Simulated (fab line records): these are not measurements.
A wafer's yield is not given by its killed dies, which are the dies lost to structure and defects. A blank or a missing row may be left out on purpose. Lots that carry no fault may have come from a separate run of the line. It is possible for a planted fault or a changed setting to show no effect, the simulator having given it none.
Chamber matching || flow gf180mcu || GF_CONTACT_CMP_04 on cmp-01: 4 sister chambers
The step polishes SiO2. 22 wafers are shown with their chamber, then 11 later ones without.

## EACH WAFER AND ITS CHAMBER
{"wafer": "L076.2", "chamber": 2, "motorCurrentA (A)": 10.9, "timeToEndpointS (s)": 108}
{"wafer": "L076.5", "chamber": 1, "motorCurrentA (A)": 11.5, "timeToEndpointS (s)": 110}
{"wafer": "L076.6", "chamber": 0, "motorCurrentA (A)": 10.0, "timeToEndpointS (s)": 103}
{"wafer": "L077.1", "chamber": 0, "motorCurrentA (A)": 10.4, "timeToEndpointS (s)": 109}
{"wafer": "L077.4", "chamber": 3, "motorCurrentA (A)": 11.4, "timeToEndpointS (s)": 104}
{"wafer": "L077.5", "chamber": 1, "motorCurrentA (A)": 11.7, "timeToEndpointS (s)": 108}
{"wafer": "L078.2", "chamber": 0, "motorCurrentA (A)": 9.6, "timeToEndpointS (s)": 109}
{"wafer": "L078.4", "chamber": 1, "motorCurrentA (A)": 11.7, "timeToEndpointS (s)": 100}
{"wafer": "L078.6", "chamber": 1, "motorCurrentA (A)": 11.1, "timeToEndpointS (s)": 105}
{"wafer": "L079.1", "chamber": 3, "motorCurrentA (A)": 12.7, "timeToEndpointS (s)": 106}
{"wafer": "L079.3", "chamber": 1, "motorCurrentA (A)": 11.7, "timeToEndpointS (s)": 110}
{"wafer": "L079.4", "chamber": 2, "motorCurrentA (A)": 10.6, "timeToEndpointS (s)": 120}
{"wafer": "L081.1", "chamber": 2, "motorCurrentA (A)": 10.1, "timeToEndpointS (s)": 107}
{"wafer": "L081.2", "chamber": 0, "motorCurrentA (A)": 10.1, "timeToEndpointS (s)": 108}
{"wafer": "L081.6", "chamber": 1, "motorCurrentA (A)": 12.5, "timeToEndpointS (s)": 106}
{"wafer": "L080.2", "chamber": 2, "motorCurrentA (A)": 11.2, "timeToEndpointS (s)": 108}
{"wafer": "L080.3", "chamber": 3, "motorCurrentA (A)": 11.9, "timeToEndpointS (s)": 102}
{"wafer": "L080.4", "chamber": 1, "motorCurrentA (A)": 11.6, "timeToEndpointS (s)": 109}
{"wafer": "L082.1", "chamber": 3, "motorCurrentA (A)": 12.1, "timeToEndpointS (s)": 104}
{"wafer": "L082.3", "chamber": 1, "motorCurrentA (A)": 11.8, "timeToEndpointS (s)": 98}
{"wafer": "L082.4", "chamber": 0, "motorCurrentA (A)": 10.3, "timeToEndpointS (s)": 102}
{"wafer": "L083.1", "chamber": 0, "motorCurrentA (A)": 9.7, "timeToEndpointS (s)": 96}

SIGNATURES, as means of the wafers listed above
{"reading": "motorCurrentA", "chamber 0": 10.017, "chamber 1": 11.700, "chamber 2": 10.700, "chamber 3": 12.025, "scatter within a chamber": 0.415}
{"reading": "timeToEndpointS", "chamber 0": 104.50, "chamber 1": 105.75, "chamber 2": 110.75, "chamber 3": 104.00, "scatter within a chamber": 4.72}
Rule: for each reading, subtract the chamber's mean from the wafer's reading, divide by that reading's scatter and square the result; add these up over the readings and take the root, which gives the wafer's distance from the chamber. If the next closest chamber is less than 2 further off than the closest, the wafer can't be placed; otherwise it belongs to the closest. The scatter is the square root of a quotient: the sum, over the shown wafers, of each reading's squared deviation from its chamber's mean, divided by wafers minus chambers.

## WAFERS WITH NO CHAMBER GIVEN
{"wafer": "L083.4", "motorCurrentA (A)": 12.0, "timeToEndpointS (s)": 101}
{"wafer": "L083.5", "motorCurrentA (A)": 9.8, "timeToEndpointS (s)": 104}
{"wafer": "L085.2", "motorCurrentA (A)": 9.9, "timeToEndpointS (s)": 104}
{"wafer": "L085.5", "motorCurrentA (A)": 10.9, "timeToEndpointS (s)": 112}
{"wafer": "L085.6", "motorCurrentA (A)": 12.1, "timeToEndpointS (s)": 108}
{"wafer": "L086.1", "motorCurrentA (A)": 11.5, "timeToEndpointS (s)": 105}
{"wafer": "L086.3", "motorCurrentA (A)": 9.9, "timeToEndpointS (s)": 95}
{"wafer": "L086.5", "motorCurrentA (A)": 9.5, "timeToEndpointS (s)": 109}
{"wafer": "L097.1", "motorCurrentA (A)": 10.9, "timeToEndpointS (s)": 93}
{"wafer": "L097.2", "motorCurrentA (A)": 11.9, "timeToEndpointS (s)": 98}
{"wafer": "L097.3", "motorCurrentA (A)": 11.4, "timeToEndpointS (s)": 99}

## WHICH CHAMBER EACH WENT THROUGH
{"wafer": "L083.4", "from the rows above": "can't be placed: 3 or 1", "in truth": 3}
{"wafer": "L083.5", "from the rows above": 0, "in truth": 0}
{"wafer": "L085.2", "from the rows above": 0, "in truth": 0}
{"wafer": "L085.5", "from the rows above": "can't be placed: 2 or 1", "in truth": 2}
{"wafer": "L085.6", "from the rows above": "can't be placed: 3 or 1", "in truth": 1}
{"wafer": "L086.1", "from the rows above": "can't be placed: 1 or 3 or 2", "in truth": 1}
{"wafer": "L086.3", "from the rows above": "can't be placed: 0 or 2", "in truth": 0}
{"wafer": "L086.5", "from the rows above": "can't be placed: 0 or 2", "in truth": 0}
{"wafer": "L097.1", "from the rows above": "can't be placed: 0 or 1 or 3 or 2", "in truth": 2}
{"wafer": "L097.2", "from the rows above": "can't be placed: 3 or 1", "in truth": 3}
{"wafer": "L097.3", "from the rows above": "can't be placed: 1 or 3 or 2 or 0", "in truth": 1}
Placed correctly: 2 of 11. From these rows, 9 cannot be placed; in 9 the true chamber is one of the candidates. Placed wrongly: 0.
